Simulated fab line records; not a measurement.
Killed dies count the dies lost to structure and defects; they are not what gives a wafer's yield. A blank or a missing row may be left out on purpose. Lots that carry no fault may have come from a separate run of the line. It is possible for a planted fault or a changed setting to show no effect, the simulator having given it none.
fab line records	flow sky130
[record] lots = 14	wafers = 42	lastDay = 50
route steps=708 shown VIA1@474 METAL2@500 METAL5@674
lots with no fault: from the same line, run without faults
startH: hours from the record's first day to the start of the lot's first wafer shown	waitH: how many hours have passed since the lot's step before this one	" as in the row above	L1.1+2: a row that stands for several wafers	- no value present, or no start provided	* or withheld: withheld	< > ~ a bound
route shown NAME@n: NAME is a module with steps in the file, n the number in the route of the first one	usual: the fault-free wafers' mean and standard deviation	same: alike in all rows	chamber/n: place in a boat	sites: per-site readings	_std_site: standard deviation of those values	_edge_site: mean of outer sites minus mean of inner sites	radiusMm: for every site, how far away it sits from the centre of the wafer	mask NAME#n: copy n	behind: the last tool/chamber to shape the wafer	hold: the reason the lot was held/the length of the hold in hours/how it ended	device: transistor that didn't switch, given as n, p or np	end of line: the route-end tests of the same wafers	a step given without rows: its recipe and nothing more	killed: dies lost to structure and defects at the first sort, not the wafer's yield	map: the dies of a wafer, with x for killed, . for not killed, _ for no die there
set.NAME: the run value of the setting; set.NAME@STEP: its run value at that earlier step	model.NAME: the simulator's own value behind a step, which no gauge read
route steps across a sampled set of lots; one table per step, one row per wafer
services: a tool's chamber out of use, with start hour (startH, from the record's first day; less than 0 if before it), hours out, and reason
[[steps]]
[step SKY_VIA1_STRIP_16]
[recipe] chemistry = O2/N2	powerW = 1400	pressureMtorr = 1500	platenTempC = withheld	o2FlowSccm = 3000	n2FlowSccm = 300	overashFraction = 0.5
[usual] drypumpMotorCurrentA = 5.6/0.39	oesProductAu = 0.417/0.0046	stripTimeToEndpointS = 4.474/0.02
lot.wafer	tool	chamber	startH	waitH	drypumpMotorCurrentA	oesProductAu	rfHoursCounterH	stripTimeToEndpointS
L236.2	plasmaAsher-01	0	814.92	0.0	5.2	0.417	69	4.474
L236.3	"	0	"	"	5.2	0.420	-	4.459
L236.6	"	0	"	"	5.2	0.420	-	4.455
L238.2	plasmaAsher-02	0	822.22	0.0	5.7	0.410	40	4.447
L238.3	"	1	"	"	6.1	0.416	-	4.444
L238.4	"	0	"	"	5.7	0.424	-	4.450
L239.1	plasmaAsher-02	1	827.49	0.0	6.1	0.418	41	4.501
L239.5	"	0	"	"	5.7	0.418	-	4.510
L239.6	"	1	"	"	6.1	0.418	-	4.511
L240.2	plasmaAsher-01	1	838.72	0.0	5.7	0.415	72	4.487
L240.3	"	1	"	"	5.7	0.412	-	4.498
L240.4	"	0	"	"	5.2	0.411	-	4.511
L242.2	plasmaAsher-02	0	851.12	0.0	5.7	0.408	43	4.473
L242.4	"	0	"	"	5.7	0.413	-	4.505
L242.6	"	1	"	"	6.1	0.414	-	4.505
L248.2	plasmaAsher-02	1	889.17	0.0	6.1	0.416	47	4.476
L248.4	"	0	"	"	5.7	0.414	-	4.472
L248.6	"	0	"	"	5.7	0.415	-	4.462
L249.1	plasmaAsher-02	1	901.40	0.0	6.1	0.418	49	4.474
L249.3	"	1	"	"	6.1	0.410	-	4.486
L249.4	"	0	"	"	5.7	0.417	-	4.471
L250.2	plasmaAsher-01	1	905.90	0.0	5.7	0.425	79	4.459
L250.3	"	1	"	"	5.7	0.421	-	4.452
L250.6	"	1	"	"	5.7	0.424	-	4.490
L251.1	plasmaAsher-01	0	912.40	0.0	5.2	0.423	81	4.480
L251.2	"	1	"	"	5.7	0.421	81	4.486
L251.4	"	0	"	"	5.2	0.418	-	4.503
L252.2	plasmaAsher-01	1	917.97	0.0	5.7	0.418	82	4.448
L252.4	"	1	"	"	5.7	0.414	-	4.453
L252.6	"	0	"	"	5.2	0.419	-	4.468
L254.3	plasmaAsher-01	1	934.38	0.1	5.7	0.421	-	4.496
L254.4	"	0	"	"	5.1	0.423	-	4.500
L254.5	"	0	"	"	5.2	0.415	-	4.483
L255.1	plasmaAsher-01	1	941.54	0.0	5.7	0.419	84	4.497
L255.2	"	0	"	"	5.1	0.420	84	4.511
L255.4	"	0	"	"	5.2	0.414	-	4.472
L256.2	plasmaAsher-01	1	952.94	0.0	5.7	0.424	85	4.462
L256.3	"	1	"	"	5.7	0.414	-	4.450
L256.6	"	0	"	"	5.2	0.415	-	4.463
L257.1	plasmaAsher-04	0	955.64	0.0	6.3	0.420	16	4.466
L257.3	"	1	"	"	5.2	0.412	-	4.522
L257.5	"	1	"	"	5.2	0.417	-	4.517
[step SKY_VIA1_CMP_24]
[recipe] stopOn = SiO2	tOverpolishS = 15	downForcePsi = 3.5	platenRpm = 60	targetThkNm = 0	padVelocityMS = 0.94248
[usual] motorCurrentA = 11.4/1	overpolishRunS = 15.000/0.0088	timeToEndpointS = 68/4.6
lot.wafer	tool	chamber	startH	waitH	motorCurrentA	overpolishRunS	timeToEndpointS
L236.2	cmp-01	0	815.90	0.1	12.2	15.008	75
L236.3	"	2	"	"	11.1	15.011	73
L236.6	"	0	"	"	12.1	15.012	74
L238.2	cmp-02	3	823.15	0.0	9.4	15.005	68
L238.3	"	0	"	"	12.6	15.003	65
L238.4	"	2	"	"	10.1	15.002	73
L239.1	cmp-01	0	828.82	0.1	11.7	15.000	69
L239.6	"	0	"	"	12.1	14.997	67
L239.5	"	1	"	"	12.1	15.017	67
L240.4	cmp-01	1	839.82	0.2	11.8	14.999	65
L240.2	"	2	"	"	11.7	14.999	74
L240.3	"	3	"	"	12.5	15.002	60
L242.4	cmp-01	1	852.31	0.3	11.5	14.985	64
L242.2	"	2	"	"	11.2	15.011	71
L242.6	"	1	"	"	10.9	14.993	65
L248.4	cmp-02	1	890.26	0.1	11.5	15.002	71
L248.2	"	2	"	"	10.2	15.006	72
L248.6	"	3	"	"	8.6	15.001	69
L249.1	cmp-02	0	902.36	0.1	12.5	14.986	65
L249.4	"	2	"	"	9.4	14.995	78
L249.3	"	3	"	"	9.5	15.006	75
L250.3	cmp-02	1	906.83	0.0	11.7	14.993	66
L250.2	"	0	"	"	12.0	14.987	61
L250.6	"	1	"	"	11.1	14.990	65
L251.4	cmp-02	3	913.68	0.3	9.2	14.985	73
L251.1	"	0	"	"	12.0	15.012	62
L251.2	"	1	"	"	11.1	15.000	70
L252.2	cmp-01	3	918.99	0.0	12.5	14.991	66
L252.4	"	0	"	"	11.8	14.992	71
L252.6	"	3	"	"	12.3	14.998	64
L254.4	cmp-01	2	935.37	0.1	11.2	14.997	73
L254.3	"	3	"	"	12.5	14.999	62
L254.5	"	1	"	"	11.7	15.005	69
L255.2	cmp-01	2	942.55	0.1	11.4	15.019	73
L255.4	"	3	"	"	12.5	14.980	64
L255.1	"	0	"	"	11.5	15.014	73
L256.3	cmp-01	1	953.98	0.1	12.0	14.995	70
L256.2	"	2	"	"	11.2	15.004	71
L256.6	"	1	"	"	12.4	15.000	70
L257.3	cmp-02	0	956.67	0.1	12.0	15.003	65
L257.1	"	1	"	"	11.6	15.005	71
L257.5	"	3	"	"	9.1	14.988	75
[step SKY_METAL2_DESCUM_17]
[recipe] chemistry = O2	sourcePowerW = 150	biasPowerW = 0	pressureMtorr = 10	tempC = 40	timeS = 8
[usual] drypumpMotorCurrentA = 5.8/0.43	heBacksideLeakSccm = 3.39/0.3	oesProductAu = 1.000/0.011
lot.wafer	tool	chamber	startH	waitH	drypumpMotorCurrentA	heBacksideLeakSccm	oesProductAu	rfHoursCounterH
L236.2	rieMetal-04	0	842.52	0.0	6.4	3.79	0.984	15
L236.3	"	1	"	"	5.7	3.40	1.003	-
L236.6	"	0	"	"	6.4	3.50	0.977	-
L238.2	rieMetal-04	1	850.68	0.0	5.7	3.43	1.003	7
L238.3	"	1	"	"	5.7	3.32	1.010	-
L238.4	"	0	"	"	6.4	3.77	0.985	-
L239.1	rieMetal-03	1	855.86	0.0	6.2	3.32	1.006	5
L239.5	"	0	"	"	5.4	3.57	1.009	-
L239.6	"	1	"	"	6.2	3.18	1.013	-
L240.2	rieMetal-03	0	866.38	0.0	5.4	3.59	0.993	17
L240.3	"	0	"	"	5.4	3.72	1.008	-
L240.4	"	1	"	"	6.2	3.32	1.005	-
L242.2	rieMetal-04	1	878.62	0.0	5.7	3.29	0.993	-
L242.4	"	1	"	"	5.7	3.15	0.994	-
L242.6	"	1	"	"	5.7	3.46	0.994	-
L248.2	rieMetal-03	1	916.26	0.0	6.2	3.41	1.010	8
L248.4	"	0	"	"	5.4	3.56	0.995	-
L248.6	"	0	"	"	5.4	3.46	0.999	-
L249.1	rieMetal-04	0	927.77	0.0	6.4	3.81	0.993	2
L249.3	"	1	"	"	5.7	3.25	1.004	-
L249.4	"	0	"	"	6.5	3.63	0.987	-
L250.2	rieMetal-01	0	932.91	0.0	5.6	3.08	1.007	10
L250.3	"	0	"	"	5.7	3.12	0.999	-
L250.6	"	1	"	"	5.2	3.15	1.009	-
L251.1	rieMetal-01	0	939.33	0.0	5.7	3.30	1.005	11
L251.2	"	1	"	"	5.2	3.17	0.998	13
L251.4	"	1	"	"	5.2	3.16	0.990	-
L252.2	rieMetal-03	0	944.56	0.0	5.3	3.58	0.998	20
L252.4	"	1	"	"	6.3	3.30	1.017	-
L252.6	"	1	"	"	6.2	3.39	1.012	-
L254.3	rieMetal-04	0	961.02	0.0	6.4	3.63	0.979	-
L254.4	"	1	"	"	5.7	3.19	1.017	-
L254.5	"	1	"	"	5.7	3.19	1.008	-
L255.1	rieMetal-01	0	967.11	0.0	5.7	3.27	0.997	12
L255.2	"	1	"	"	5.2	3.19	0.988	14
L255.4	"	1	"	"	5.2	3.22	0.998	-
L256.2	rieMetal-04	0	979.18	0.0	6.4	3.65	0.979	5
L256.3	"	1	"	"	5.7	3.17	1.007	-
L256.6	"	0	"	"	6.5	3.58	0.983	-
L257.1	rieMetal-04	0	981.88	0.0	6.4	3.42	1.004	5
L257.3	"	0	"	"	6.4	3.68	0.985	-
L257.5	"	1	"	"	5.7	3.20	1.004	-
[step SKY_METAL5_DEVELOP_13]
[recipe] resist = NOVOLAK	developer = TMAH	developTimeS = 60	devTempC = 23
[usual] chillPlateTempC = 23.00/0.099	developTimeS = 60/0
lot.wafer	tool	chamber	startH	waitH	chillPlateTempC	developTimeS
L236.2	lithoTrack-04	0	1050.60	0.1	23.00	60
L236.3	"	0	"	"	22.94	60
L236.6	"	0	"	"	23.03	60
L238.2	lithoTrack-02	0	1055.23	0.1	22.93	60
L238.3	"	0	"	"	22.92	60
L238.4	"	0	"	"	22.98	60
L239.1	lithoTrack-02	-	1062.31	0.1	-	-
L239.5	"	-	"	"	-	-
L239.6	"	-	"	"	-	-
L240.2	lithoTrack-04	-	1068.00	0.1	-	-
L240.3	"	-	"	"	-	-
L240.4	"	-	"	"	-	-
L242.2	lithoTrack-02	0	1081.58	0.1	23.22	60
L242.4	"	0	"	"	23.05	60
L242.6	"	0	"	"	22.96	60
L248.2	lithoTrack-03	0	1111.29	0.1	23.14	60
L248.4	"	0	"	"	23.07	60
L248.6	"	0	"	"	23.12	60
L249.1	lithoTrack-04	0	1120.18	0.1	22.77	60
L249.3	"	0	"	"	22.94	60
L249.4	"	0	"	"	22.92	60
L250.2	lithoTrack-02	0	1125.43	0.1	22.98	60
L250.3	"	0	"	"	22.98	60
L250.6	"	0	"	"	22.98	60
L251.1	lithoTrack-02	0	1130.86	0.1	23.01	60
L251.2	"	0	"	"	22.90	60
L251.4	"	0	"	"	23.11	60
L252.2	lithoTrack-04	0	1135.95	0.1	23.08	60
L252.4	"	0	"	"	22.86	60
L252.6	"	0	"	"	22.78	60
L254.3	lithoTrack-04	0	1146.28	0.1	23.04	60
L254.4	"	0	"	"	22.92	60
L254.5	"	0	"	"	22.92	60
L255.1	lithoTrack-03	0	1150.16	0.1	22.89	60
L255.2	"	0	"	"	23.08	60
L255.4	"	0	"	"	22.92	60
L256.2	lithoTrack-03	0	1161.09	0.1	22.77	60
L256.3	"	0	"	"	22.93	60
L256.6	"	0	"	"	23.04	60
L257.1	lithoTrack-04	0	1162.28	0.1	23.08	60
L257.3	"	0	"	"	23.00	60
L257.5	"	0	"	"	23.19	60
[[services]]
tool	chamber	startH	hours	kind
cmp-01	-	804.57	1.5	repair
plasmaAsher-01	-	818.45	2.8	pm
cmp-01	-	820.68	5.3	pm
plasmaAsher-01	-	863.89	4.3	repair
plasmaAsher-01	-	893.67	1.4	repair
rieMetal-04	1	896.84	24.1	repair
cmp-01	-	912.24	4.0	pm
rieMetal-04	-	937.36	1.5	repair
rieMetal-04	1	949.25	5.2	repair
cmp-02	-	957.90	1.1	repair
rieMetal-04	-	966.36	0.9	repair
plasmaAsher-01	-	984.94	1.7	repair
cmp-02	-	991.69	18.6	pm
cmp-02	-	1011.35	2.3	repair
rieMetal-04	-	1040.55	1.4	pm
rieMetal-04	-	1056.39	3.9	repair
cmp-02	-	1082.50	4.4	repair
cmp-02	-	1086.86	4.0	pm
cmp-02	-	1089.75	0.6	repair
cmp-01	-	1103.30	4.3	pm
cmp-02	-	1116.03	5.3	pm
rieMetal-04	-	1143.88	0.8	repair
rieMetal-04	-	1147.74	0.8	repair
plasmaAsher-01	-	1153.95	14.6	pm
[[key]]
[firstSign] step = SKY_METAL5_DEVELOP_13	reading = toolRecord	direction = missing
effect none on later readings
metAt SKY_METAL5_DEVELOP_13
struckLots L239,L240
laterRowsLeftOut L239.1,L239.5,L239.6,L240.2,L240.3,L240.4
sortLeftOut L239.1,L239.5,L239.6,L240.2,L240.3,L240.4
notActingAt SKY_VIA1_STRIP_16,SKY_VIA1_CMP_24,SKY_METAL2_DESCUM_17
onsetBetween 1055.23 1062.31
[fault] kind = skippedStepWhole	tool = lithoTrack-02,lithoTrack-04	chamber = -	onsetH = 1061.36	steps = SKY_METAL5_DEVELOP_13	scope = struckLotsOnly
// sortLeftOut: the simulated sort isn't trusted on such a fault, so these wafers' sort isn't shown, and their yield isn't known
// laterRowsLeftOut: the simulator's readings of these wafers behind a module that went badly wrong aren't trusted and aren't shown, but for the sort
